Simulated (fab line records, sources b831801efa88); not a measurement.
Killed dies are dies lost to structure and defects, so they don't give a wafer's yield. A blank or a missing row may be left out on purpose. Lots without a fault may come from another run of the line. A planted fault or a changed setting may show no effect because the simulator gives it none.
One fault seen from 2 desks | flow gf180mcu | each desk has only its own numbers; what lay behind them comes last

THE METROLOGY DESK
What the gauges read, lot by lot, whatever tool the lot ran on: means of the sampled wafers that have a number. A lot is out of limits, marked OUT, if its mean lies more than 4 standard deviations from the usual mean; the brackets give that distance.
Columns: A = V4_CVD_02_THK at GF_V4_THK_MEAS_03, usual 851 nm; B = V4_W_RS at GF_V4_RS_MEAS_24, usual 0.329 ohm/sq; C = V4_W_THK at GF_V4_THK_MEAS_25, usual 341 nm
lot  | first seen here | A   | B                | C
L401 | day 23 21:14    | 854 | 0.329            | 336
L402 | day 24 03:14    | 853 | 0.326            | 346
L403 | day 24 10:49    | 863 | 0.331            | 342
L405 | day 25 04:41    | 849 | 0.328            | 335
L406 | day 25 10:35    | 850 | 0.327            | 344
L410 | day 27 04:24    | 854 | 0.328            | 342
L411 | day 27 09:17    | 853 | 0.330            | 344
L413 | day 27 22:30    | 845 | 0.324            | 350
L419 | day 29 12:10    | 838 | 0.311 (-4.5) OUT | 361
L420 | day 30 00:46    | 847 | 0.310 (-4.7) OUT | 366 (+4.9) OUT
L422 | day 30 16:13    | 861 | 0.331            | 337
L423 | day 30 22:50    | 841 | 0.327            | 341
This desk's finding: out of limits on L419, L420; first on L419, day 30 08:26 (V4_W_RS at GF_V4_RS_MEAS_24). In limits: L401, L402, L403, L405, L406, L410, L411, L413, L422, L423.

THE TOOL OWNER'S DESK: cvd_w-02
The tool's own readings at GF_V4_CVD_23 (deposits W, target thk 350 nm, time 104.9 s): means of the sampled wafers that have a number, for each lot that ran on this tool. A lot is out of limits, marked OUT, if its mean lies more than 4 standard deviations from the usual mean; the brackets give that distance.
Columns: A = chamber_pressure_Torr at GF_V4_CVD_23, usual 39.99 Torr; B = heater_power_w at GF_V4_CVD_23, usual 914 W
lot  | first seen here | A               | B
L401 | day 24 21:31    | 39.95           | 785
L403 | day 25 09:40    | 39.97           | 837
L406 | day 26 09:27    | 39.98           | 780
L411 | day 28 06:31    | 40.05           | 848
L419 | day 30 08:19    | 46.13 (+78) OUT | 946
L420 | day 30 20:35    | 46.11 (+77) OUT | 894
This desk's finding: out of limits on L419, L420; first on L419, day 30 08:19 (chamber_pressure_Torr at GF_V4_CVD_23). In limits: L401, L403, L406, L411.

PUT TOGETHER
The tool owner's desk could have raised an alarm at day 30 08:19, on L419, L420.
The metrology desk could have raised an alarm at day 30 08:26, on L419, L420.
Of the lots named, all ran GF_V4_CVD_23 on cvd_w-02.

WHAT THE SIMULATOR HAD PUT IN
Process parameter drift: cvd_w-02, from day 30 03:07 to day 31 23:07, at GF_V4_CVD_23. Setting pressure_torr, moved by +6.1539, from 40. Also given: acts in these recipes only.
Lots struck among those shown: L419, L420.
Hours from the fault's start to each desk's first reading out of limits: the tool owner's desk, 5; the metrology desk, 5.
